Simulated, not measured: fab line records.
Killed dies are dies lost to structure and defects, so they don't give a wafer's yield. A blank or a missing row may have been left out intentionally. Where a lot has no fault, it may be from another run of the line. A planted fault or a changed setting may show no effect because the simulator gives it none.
The tool behind it: which one?	flow gf180mcu	Sampling: 11 lots, 33 wafers, 3 of 602 route steps

== WHAT THE GAUGES READ, wafer by wafer ==
GF_V4_CD_MEAS_14: target cd 260 nm. Usual: cd nm reads 259.8 nm (standard deviation 1.1).
lot	measured	on	cd nm (nm)	flag
L718	day 24 07:22	cd sem-02	259.1 258.5 258.1	
L719	day 24 13:58	cd sem-01	258.8 258.3 258.6	
L721	day 25 19:25	cd sem-02	259.5 258.6 259.1	
L723	day 26 05:17	cd sem-01	259.8 259.3 259.3	
L724	day 26 15:27	cd sem-01	260.4 261.5 260.7	
L726	day 27 05:56	cd sem-02	259.2 259.7 261.0	
L725	day 27 11:01	cd sem-02	260.2 259.3 260.2	
L728	day 27 21:31	cd sem-01	259.8 259.5 259.9	
L733	day 29 11:24	cd sem-02	261.7 261.8 260.7	
L735	day 30 03:16	cd sem-02	259.0 257.9 257.6	
L741	day 31 13:20	cd sem-02	259.5 259.1 259.8	

GF_M5_CD_MEAS_07: target cd 280 nm. Usual: cd nm reads 280.1 nm (standard deviation 0.98).
lot	measured	on	cd nm (nm)	flag
L718	day 26 04:23	cd sem-01	278.7 277.7 279.5	
L719	day 26 10:12	cd sem-02	279.4 279.3 278.7	
L721	day 27 14:19	cd sem-01	279.1 280.4 279.7	
L723	day 27 23:35	cd sem-02	281.1 280.9 281.8	
L724	day 28 09:42	cd sem-01	278.8 280.3 279.5	
L726	day 28 23:29	cd sem-02	279.6 279.3 280.6	
L725	day 29 03:36	cd sem-01	281.9 282.2 282.1	
L728	day 29 13:05	cd sem-01	280.5 279.5 280.1	
L733	day 31 01:41	cd sem-02	280.4 280.2 280.4	
L735	day 31 16:58	cd sem-02	280.7 279.9 280.2	
L741	day 33 00:34	cd sem-02	280.8 280.1 280.8	

GF_M5_OVL_MEAS_08. Usual: M5_OVL typically reads 1 nm, with standard deviation 5.4.
lot	measured	on	M5_OVL (nm)	flag
L718	day 26 04:28	overlay-01	-3 -4 3	
L719	day 26 10:19	overlay-02	7 -3 7	
L721	day 27 14:25	overlay-01	-4 -7 2	
L723	day 27 23:42	overlay-01	12 6 3	
L724	day 28 09:46	overlay-02	3 5 12	
L726	day 28 23:34	overlay-01	3 -1 4	
L725	day 29 03:43	overlay-01	1 -9 -11	
L728	day 29 13:12	overlay-02	-6 -2 4	
L733	day 31 01:49	overlay-01	8 -2 11	
L735	day 31 17:05	overlay-01	5 -1 4	
L741	day 33 00:41	overlay-01	4 -1 1	

== TOOL THAT RAN EACH LOT (tool first, then ch and the chambers of the sampled wafers, then the start) ==
No process step before these readings appears in the record.

== AS READ BY THE TOOLS THEMSELVES (means over the sampled wafers that have a number; for cases with no such wafer, the mark the record gives instead) ==
The record holds no such reading with a usual standard deviation.

== THE ANSWER, worked out from the rows above alone ==
Rule: lot off if the mean of its wafers having a number is beyond 3 standard deviations from the usual mean. Also off: a lot with no number at a reading for which 4 or more lots have one. The other lots that the step has rows for count as sound. Order of review: gauges by route order, followed by the tools' own readings, for which a lot's mean as printed above is used. The first step at which some lot is off is used, and at that step the reading that is off furthest; a lot without a number counts as furthest.
No lot is off at any reading shown: from this, nothing can be told.

== WHAT THE SIMULATOR HAD INSERTED ==
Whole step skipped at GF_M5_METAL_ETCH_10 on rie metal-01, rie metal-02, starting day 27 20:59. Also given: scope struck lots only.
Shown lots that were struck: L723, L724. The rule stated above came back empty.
